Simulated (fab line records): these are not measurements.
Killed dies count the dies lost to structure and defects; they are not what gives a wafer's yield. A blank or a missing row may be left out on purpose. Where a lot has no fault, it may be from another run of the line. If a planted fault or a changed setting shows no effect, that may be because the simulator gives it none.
The same fault as seen by 2 desks ; flow gf180mcu ; what lay behind the numbers comes last; until then each desk has only its own

## DESK OF THE TOOL OWNER: implanter-04
The tool's own readings at GF_VT_IMPLANT_IMPLANT_19: means of the sampled wafers that have a number, for each lot that ran on this tool. A lot is out of limits, marked OUT, if its mean lies more than 4 standard deviations from the usual mean; the brackets give that distance.
Columns: A = beam_energy_keV at GF_VT_IMPLANT_IMPLANT_19, usual 100.00
lot;first seen here;A
L808;day 6 18:32;100.02
L815;day 8 13:48;99.97
L817;day 9 05:43;99.98
L818;day 9 10:12;111.62 (+99 or more) OUT
L821;day 10 03:46;111.65 (+99 or more) OUT
This desk finds L818, L821 out of limits, L818 being first, at day 9 10:12 (beam_energy_keV at GF_VT_IMPLANT_IMPLANT_19). L808, L815, L817 stayed within limits.

## AT THE METROLOGY DESK
What the gauges read for every lot (on any tool): the sampled wafers with a number, averaged. A lot is out of limits, marked OUT, if its mean lies more than 4 standard deviations from the usual mean; the brackets give that distance.
Columns: A = VT_IMPLANT_01_OVL at GF_VT_IMPLANT_OVL_MEAS_18, usual 1.0 nm; B = VT_IMPLANT_2_TW at GF_VT_IMPLANT_TW_MEAS_21, usual 1204
lot;first seen here;A;B
L806;day 6 01:22;-0.3;1201
L808;day 6 18:29;2.3;1207
L809;day 6 21:15;-1.0;1195
L811;day 7 14:32;-0.1;1213
L813;day 8 04:52;2.1;1202
L815;day 8 13:43;1.0;1202
L816;day 8 18:43;1.3;1206
L817;day 9 05:40;0.7;1200
L818;day 9 10:07;0.7;1258 (+4.9) OUT
L821;day 10 03:43;0.6;1257 (+4.8) OUT
L822;day 10 08:57;-0.2;1199
L826;day 11 10:39;2.2;1188
L828;day 12 01:55;0.9;1224
This desk finds L818, L821 out of limits, with the earliest case on L818 at day 9 10:25 (VT_IMPLANT_2_TW at GF_VT_IMPLANT_TW_MEAS_21). L806, L808, L809, L811, L813, L815, L816, L817, L822, L826, L828 stayed within limits.

## ALL TOGETHER
The tool owner's desk could have raised an alarm at day 9 10:12, on L818, L821.
Metrology desk: alarm possible at day 9 10:25 on L818, L821.
The lots listed all ran GF_VT_IMPLANT_IMPLANT_19 on implanter-04.

## WHAT THE SIMULATOR HAD INSERTED
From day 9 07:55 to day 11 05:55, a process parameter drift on implanter-04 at GF_VT_IMPLANT_IMPLANT_19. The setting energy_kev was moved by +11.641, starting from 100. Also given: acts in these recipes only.
Struck lots among those shown: L818, L821.
Counting hours from when the fault started, the first reading out of limits came at 2 for the tool owner's desk and at 2 for the metrology desk.
